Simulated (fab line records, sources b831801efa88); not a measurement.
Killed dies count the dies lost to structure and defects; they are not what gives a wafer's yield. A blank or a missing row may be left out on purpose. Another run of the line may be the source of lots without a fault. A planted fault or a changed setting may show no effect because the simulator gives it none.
Shared-tool check || flow sfq-line || Lots sampled 14, wafers sampled 42

## REASON FOR OPENING
2 of 14 lots carry a flag on the reading M6_NB_RS at SFQ_M6_RS_MEAS_938. No-fault wafers: 0.892 ohm/sq, standard deviation 0.0073.
Rule: flag the lot when none of its wafers has a number, or when each of its wafers that has one lies beyond 4 standard deviations from that mean. The rest of the lots are taken to be sound.

{"lot": "L793", "measured": "day 67 12:51", "on": "film-metro-04", "M6_NB_RS (ohm/sq), wafer by wafer": "0.884 0.886 0.894", "flag": ""}
{"lot": "L794", "measured": "day 67 15:13", "on": "film-metro-01", "M6_NB_RS (ohm/sq), wafer by wafer": "0.904 0.889 0.885", "flag": ""}
{"lot": "L796", "measured": "day 67 21:13", "on": "film-metro-02", "M6_NB_RS (ohm/sq), wafer by wafer": "0.888 0.891 0.883", "flag": ""}
{"lot": "L799", "measured": "day 68 15:30", "on": "film-metro-01", "M6_NB_RS (ohm/sq), wafer by wafer": "0.907 0.903 0.898", "flag": ""}
{"lot": "L800", "measured": "day 69 03:16", "on": "film-metro-01", "M6_NB_RS (ohm/sq), wafer by wafer": "0.884 0.896 0.890", "flag": ""}
{"lot": "L801", "measured": "day 70 03:30", "on": "film-metro-04", "M6_NB_RS (ohm/sq), wafer by wafer": "0.891 0.892 0.888", "flag": ""}
{"lot": "L802", "measured": "day 70 23:19", "on": "film-metro-04", "M6_NB_RS (ohm/sq), wafer by wafer": "0.895 0.887 0.888", "flag": ""}
{"lot": "L803", "measured": "day 71 07:34", "on": "film-metro-04", "M6_NB_RS (ohm/sq), wafer by wafer": "0.888 0.893 0.902", "flag": ""}
{"lot": "L804", "measured": "day 71 08:57", "on": "film-metro-02", "M6_NB_RS (ohm/sq), wafer by wafer": "0.906 0.899 0.894", "flag": ""}
{"lot": "L808", "measured": "day 71 23:25", "on": "film-metro-01", "M6_NB_RS (ohm/sq), wafer by wafer": "0.889 0.878 0.890", "flag": ""}
{"lot": "L810", "measured": "day 72 12:35", "on": "film-metro-01", "M6_NB_RS (ohm/sq), wafer by wafer": "0.884 0.888 0.891", "flag": ""}
{"lot": "L812", "measured": "day 73 07:56", "on": "film-metro-04", "M6_NB_RS (ohm/sq), wafer by wafer": "0.634 0.630 0.631", "flag": "FLAGGED"}
{"lot": "L813", "measured": "day 73 13:56", "on": "film-metro-02", "M6_NB_RS (ohm/sq), wafer by wafer": "0.636 0.635 0.630", "flag": "FLAGGED"}
{"lot": "L814", "measured": "day 73 17:31", "on": "film-metro-01", "M6_NB_RS (ohm/sq), wafer by wafer": "0.899 0.896 0.897", "flag": ""}
On average the flagged lots' numbers are 0.633 ohm/sq, which is -0.259 ohm/sq against the usual, or -36 standard deviations.

## LOT BY LOT: THE TOOL USED
2 process steps preceding the reading are held in the record, out of 325 steps in the route. Read each cell as the tool, then ch plus the chambers that the sampled wafers visited, then the start.
{"lot": "L793", "flag": "", "SFQ_TRILAYER_I5_ETCH_VIA_ETCH_147": "rie-diel-03 ch 0,2,3, day 62 12:48", "SFQ_TRILAYER_M6_DEP_SPUTTER_157": "pvd-sputter-03, day 67 12:43"}
{"lot": "L794", "flag": "", "SFQ_TRILAYER_I5_ETCH_VIA_ETCH_147": "rie-diel-04 ch 0,1, day 62 14:00", "SFQ_TRILAYER_M6_DEP_SPUTTER_157": "pvd-sputter-06, day 67 15:07"}
{"lot": "L796", "flag": "", "SFQ_TRILAYER_I5_ETCH_VIA_ETCH_147": "rie-diel-04 ch 0,3, day 62 21:12", "SFQ_TRILAYER_M6_DEP_SPUTTER_157": "pvd-sputter-06, day 67 21:07"}
{"lot": "L799", "flag": "", "SFQ_TRILAYER_I5_ETCH_VIA_ETCH_147": "rie-diel-04 ch 1,3, day 64 04:58", "SFQ_TRILAYER_M6_DEP_SPUTTER_157": "pvd-sputter-06, day 68 15:22"}
{"lot": "L800", "flag": "", "SFQ_TRILAYER_I5_ETCH_VIA_ETCH_147": "rie-diel-02 ch 0,2,3, day 64 06:10", "SFQ_TRILAYER_M6_DEP_SPUTTER_157": "pvd-sputter-04, day 69 03:11"}
{"lot": "L801", "flag": "", "SFQ_TRILAYER_I5_ETCH_VIA_ETCH_147": "rie-diel-04 ch 1,3, day 65 09:55", "SFQ_TRILAYER_M6_DEP_SPUTTER_157": "pvd-sputter-06, day 70 03:23"}
{"lot": "L802", "flag": "", "SFQ_TRILAYER_I5_ETCH_VIA_ETCH_147": "rie-diel-04 ch 1,2,3, day 66 04:26", "SFQ_TRILAYER_M6_DEP_SPUTTER_157": "pvd-sputter-04, day 70 23:13"}
{"lot": "L803", "flag": "", "SFQ_TRILAYER_I5_ETCH_VIA_ETCH_147": "rie-diel-03 ch 0,1,2, day 66 10:30", "SFQ_TRILAYER_M6_DEP_SPUTTER_157": "pvd-sputter-03, day 71 07:28"}
{"lot": "L804", "flag": "", "SFQ_TRILAYER_I5_ETCH_VIA_ETCH_147": "rie-diel-04 ch 2,3, day 66 11:42", "SFQ_TRILAYER_M6_DEP_SPUTTER_157": "pvd-sputter-04, day 71 08:49"}
{"lot": "L808", "flag": "", "SFQ_TRILAYER_I5_ETCH_VIA_ETCH_147": "rie-diel-02 ch 1,2,3, day 67 03:47", "SFQ_TRILAYER_M6_DEP_SPUTTER_157": "pvd-sputter-06, day 71 23:17"}
{"lot": "L810", "flag": "", "SFQ_TRILAYER_I5_ETCH_VIA_ETCH_147": "rie-diel-02 ch 1,3, day 67 16:31", "SFQ_TRILAYER_M6_DEP_SPUTTER_157": "pvd-sputter-03, day 72 12:29"}
{"lot": "L812", "flag": "FLAGGED", "SFQ_TRILAYER_I5_ETCH_VIA_ETCH_147": "rie-diel-02 ch 2,3, day 68 18:05", "SFQ_TRILAYER_M6_DEP_SPUTTER_157": "pvd-sputter-06, day 73 07:49"}
{"lot": "L813", "flag": "FLAGGED", "SFQ_TRILAYER_I5_ETCH_VIA_ETCH_147": "rie-diel-02 ch 1,2,3, day 69 00:05", "SFQ_TRILAYER_M6_DEP_SPUTTER_157": "pvd-sputter-06, day 73 13:49"}
{"lot": "L814", "flag": "", "SFQ_TRILAYER_I5_ETCH_VIA_ETCH_147": "rie-diel-03 ch 1,2,3, day 69 02:29", "SFQ_TRILAYER_M6_DEP_SPUTTER_157": "pvd-sputter-04, day 73 17:25"}
What the steps here do:
- SFQ_TRILAYER_I5_ETCH_VIA_ETCH_147: etches the open film in CHF3, stops on Nb, target depth 360 nm.
- SFQ_TRILAYER_M6_DEP_SPUTTER_157: material Nb, target thk 200 nm, time 133.3 s.
- SFQ_M6_RS_MEAS_938: measures by four-point-probe.

## FLAGGED AGAINST TOTAL, ONE TOOL AT A TIME (gauges that did the reading follow at the end)
{"step": "SFQ_TRILAYER_I5_ETCH_VIA_ETCH_147", "tool": "rie-diel-02", "lots run": 5, "flagged": 2, "share of the flagged lots": "all", "sound lots run after its first flagged lot": 0}
{"step": "SFQ_TRILAYER_I5_ETCH_VIA_ETCH_147", "tool": "rie-diel-03", "lots run": 3, "flagged": 0, "share of the flagged lots": "none", "sound lots run after its first flagged lot": "-"}
{"step": "SFQ_TRILAYER_I5_ETCH_VIA_ETCH_147", "tool": "rie-diel-04", "lots run": 6, "flagged": 0, "share of the flagged lots": "none", "sound lots run after its first flagged lot": "-"}
{"step": "SFQ_TRILAYER_M6_DEP_SPUTTER_157", "tool": "pvd-sputter-03", "lots run": 3, "flagged": 0, "share of the flagged lots": "none", "sound lots run after its first flagged lot": "-"}
{"step": "SFQ_TRILAYER_M6_DEP_SPUTTER_157", "tool": "pvd-sputter-04", "lots run": 4, "flagged": 0, "share of the flagged lots": "none", "sound lots run after its first flagged lot": "-"}
{"step": "SFQ_TRILAYER_M6_DEP_SPUTTER_157", "tool": "pvd-sputter-06", "lots run": 7, "flagged": 2, "share of the flagged lots": "all", "sound lots run after its first flagged lot": 0}
{"step": "SFQ_M6_RS_MEAS_938", "tool": "film-metro-01", "lots run": 6, "flagged": 0, "share of the flagged lots": "none", "sound lots run after its first flagged lot": "-"}
{"step": "SFQ_M6_RS_MEAS_938", "tool": "film-metro-02", "lots run": 3, "flagged": 1, "share of the flagged lots": "some", "sound lots run after its first flagged lot": 0}
{"step": "SFQ_M6_RS_MEAS_938", "tool": "film-metro-04", "lots run": 5, "flagged": 1, "share of the flagged lots": "some", "sound lots run after its first flagged lot": 0}

## WHAT THE TABLE ALLOWS
rie-diel-02 at SFQ_TRILAYER_I5_ETCH_VIA_ETCH_147 and pvd-sputter-06 at SFQ_TRILAYER_M6_DEP_SPUTTER_157 are the 2 rows of the table that ran each flagged lot.
- rie-diel-02 at SFQ_TRILAYER_I5_ETCH_VIA_ETCH_147: 2 of its 5 lots flagged. It ran its last sound lot, L810, at day 67 16:31 and its first flagged lot, L812, at day 68 18:05: a fault with its onset between the two fits.
- pvd-sputter-06 at SFQ_TRILAYER_M6_DEP_SPUTTER_157: 2 of its 7 lots flagged. It ran its last sound lot, L808, at day 71 23:17 and its first flagged lot, L812, at day 73 07:49: a fault with its onset between the two fits.
These 2 tools cannot be told apart by counting lots, since each of them fits a fault that started at some hour. More lots, or a look at what each step does to the wafer, might.

## WHAT THE SIMULATOR PUT IN
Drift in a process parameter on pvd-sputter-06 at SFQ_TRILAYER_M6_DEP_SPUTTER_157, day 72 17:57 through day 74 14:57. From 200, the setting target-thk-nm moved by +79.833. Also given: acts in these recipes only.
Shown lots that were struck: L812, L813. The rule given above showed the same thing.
